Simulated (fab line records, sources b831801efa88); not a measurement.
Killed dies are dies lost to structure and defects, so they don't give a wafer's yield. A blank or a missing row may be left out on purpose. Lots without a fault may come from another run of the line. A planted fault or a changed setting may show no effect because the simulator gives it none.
Tool commonality check | flow gf180mcu | 13 lots, 45 wafers sampled

WHY IT WAS OPENED
At GF_HV_LDD_TW_MEAS_11 the reading HV_LDD_TW is flagged on 2 of 13 lots. Wafers without a fault read 2430, standard deviation 30.
Rule: a lot is flagged when every wafer of it that has a number lies more than 4 standard deviations from that mean, or none has a number. The other lots count as sound.

lot  | measured     | on            | HV_LDD_TW, wafer by wafer     | flag
L872 | day 10 03:38 | film_metro-02 | 2458 2450 2447                |
L874 | day 10 14:17 | film_metro-02 | 2449 2452 2458                |
L876 | day 11 07:40 | film_metro-02 | 2924 2937 2922 2941 2930 2931 | FLAGGED
L877 | day 11 14:09 | film_metro-02 | 2480 2474 2472                |
L884 | day 13 22:13 | film_metro-03 | 2826 2822 2828 2834 2828 2831 | FLAGGED
L885 | day 14 01:50 | film_metro-04 | 2409 2400 2394                |
L887 | day 14 16:36 | film_metro-03 | 2422 2394 2405                |
L888 | day 14 22:59 | film_metro-02 | 2454 2444 2448                |
L889 | day 15 03:08 | film_metro-04 | 2414 2428 2425                |
L891 | day 16 00:13 | film_metro-03 | 2398 2387 2392                |
L892 | day 16 03:04 | film_metro-02 | 2447 2449 2451                |
L894 | day 16 22:30 | film_metro-03 | 2404 2382 2385                |
L895 | day 17 06:25 | film_metro-04 | 2449 2428 2435                |
The numbers of the flagged lots are 2880 on average: +450 against the usual, or +15 standard deviations.

WHICH TOOL RAN EACH LOT
The record holds 1 process step before the reading, out of a route of 602 steps. In each cell: the tool, then ch and the chambers that the sampled wafers went through, then the start.
lot  | flag    | GF_HV_LDD_IMPLANT_09
L872 |         | implanter-02 ch 0, day 10 03:23
L874 |         | implanter-01 ch 0, day 10 14:02
L876 | FLAGGED | implanter-04 ch 0, day 11 07:06
L877 |         | implanter-01 ch 0, day 11 13:54
L884 | FLAGGED | implanter-04 ch 0, day 13 21:39
L885 |         | implanter-01 ch 0, day 14 01:35
L887 |         | implanter-01 ch 0, day 14 16:23
L888 |         | implanter-01 ch 0, day 14 22:44
L889 |         | implanter-02 ch 0, day 15 02:53
L891 |         | implanter-02 ch 0, day 15 23:59
L892 |         | implanter-01 ch 0, day 16 02:49
L894 |         | implanter-02 ch 0, day 16 22:17
L895 |         | implanter-02 ch 0, day 17 06:10
What these steps do:
- GF_HV_LDD_IMPLANT_09
- GF_HV_LDD_TW_MEAS_11

FLAGGED OVER TOTAL, TOOL BY TOOL (the gauges that took the reading come last)
step                 | tool          | lots run | flagged | share of the flagged lots | sound lots run after its first flagged lot
GF_HV_LDD_IMPLANT_09 | implanter-01  | 6        | 0       | none                      | -
GF_HV_LDD_IMPLANT_09 | implanter-02  | 5        | 0       | none                      | -
GF_HV_LDD_IMPLANT_09 | implanter-04  | 2        | 2       | all                       | 0
GF_HV_LDD_TW_MEAS_11 | film_metro-02 | 6        | 1       | some                      | 3 (L877,L888,L892)
GF_HV_LDD_TW_MEAS_11 | film_metro-03 | 4        | 1       | some                      | 3 (L887,L891,L894)
GF_HV_LDD_TW_MEAS_11 | film_metro-04 | 3        | 0       | none                      | -

WHAT THE TABLE ALLOWS
1 row of the table ran every flagged lot: implanter-04 at GF_HV_LDD_IMPLANT_09.
- implanter-04 at GF_HV_LDD_IMPLANT_09: 2 of its 2 lots flagged. It ran no sound lot before its first flagged lot in this sample, so the start can't be narrowed down.
One tool is left: implanter-04 at GF_HV_LDD_IMPLANT_09.

WHAT THE SIMULATOR HAD PUT IN
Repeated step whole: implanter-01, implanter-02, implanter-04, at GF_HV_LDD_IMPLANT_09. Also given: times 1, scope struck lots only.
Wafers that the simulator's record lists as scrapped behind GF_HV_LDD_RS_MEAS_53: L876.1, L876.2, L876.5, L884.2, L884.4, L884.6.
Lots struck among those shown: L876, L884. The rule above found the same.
